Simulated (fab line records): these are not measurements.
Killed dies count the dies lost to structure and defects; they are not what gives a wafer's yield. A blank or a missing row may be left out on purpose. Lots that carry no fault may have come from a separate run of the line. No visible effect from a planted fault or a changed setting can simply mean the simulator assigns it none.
Matching of chambers    flow gf180mcu    4 sister chambers for GF_STI_CMP_25 on cmp-02
The step polishes, stops on Si3N4, t overpolish 33 s, target thk 524.6 nm. 20 wafers are shown with their chamber, then 10 later ones without.

## EACH WAFER AND ITS CHAMBER
wafer   chamber  motor current A (A)  time to endpoint s (s)  overpolish run s (s)
L074.2  2        10.0                 116                     32.998
L074.3  3        12.0                 123                     32.991
L074.6  1        14.0                 133                     33.004
L076.4  0        12.9                 127                     32.985
L076.5  1        13.7                 134                     32.998
L076.6  2        10.6                 116                     33.012
L077.1  0        13.1                 129                     33.006
L077.3  1        13.7                 133                     32.990
L077.5  1        13.6                 132                     33.000
L080.2  1        13.7                 133                     32.988
L080.4  3        11.6                 126                     33.019
L080.5  3        12.4                 127                     32.991
L082.2  3        11.6                 124                     32.999
L082.5  0        12.6                 125                     33.009
L082.6  3        11.3                 123                     32.995
L084.2  3        11.9                 128                     32.987
L084.3  0        13.0                 130                     33.004
L084.4  2        10.8                 118                     32.978
L086.1  1        14.3                 133                     33.010
L086.3  2        10.6                 113                     33.010

SIGNATURES, as means of the wafers listed above
reading             chamber 0  chamber 1  chamber 2  chamber 3  scatter within a chamber
motor current A     12.900     13.833     10.500     11.800     0.316
time to endpoint s  127.75     133.00     115.75     125.17     1.81
overpolish run s    33.00100   32.99833   32.99950   32.99700   0.0114
Rule: for a wafer and a chamber, the distance is found by dividing, reading by reading, the gap between the wafer's reading and the chamber's mean by the reading's scatter, squaring, summing and taking the root. The wafer belongs to the nearest chamber; if the next one is less than 2 further off, it can't be placed. The scatter: the root of (the sum of the squares of (reading less its chamber's mean) over the shown wafers, divided by (wafers less chambers)).

## WAFERS WITH NO CHAMBER GIVEN
wafer   motor current A (A)  time to endpoint s (s)  overpolish run s (s)
L086.6  13.7                 128                     33.005
L089.3  12.0                 130                     33.000
L089.4  14.1                 140                     32.994
L089.6  12.2                 133                     33.011
L090.2  13.2                 129                     32.994
L090.3  10.4                 121                     32.991
L090.4  13.8                 135                     32.993
L095.2  12.0                 130                     32.978
L095.3  10.1                 123                     32.999
L095.4  13.2                 134                     32.996

## THE CHAMBER EACH PASSED THROUGH
wafer   from the rows above           in truth
L086.6  can't be placed: 0 or 1       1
L089.3  can't be placed: 3 or 0       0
L089.4  1                             1
L089.6  can't be placed: 0 or 3 or 1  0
L090.2  can't be placed: 0 or 1       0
L090.3  2                             2
L090.4  1                             1
L095.2  can't be placed: 3 or 0       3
L095.3  can't be placed: 2 or 3       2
L095.4  can't be placed: 1 or 0       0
Correctly placed: 3 of 10. Not placeable from these rows: 7 (in 7, the candidates include the true chamber). Number placed wrongly: 0.
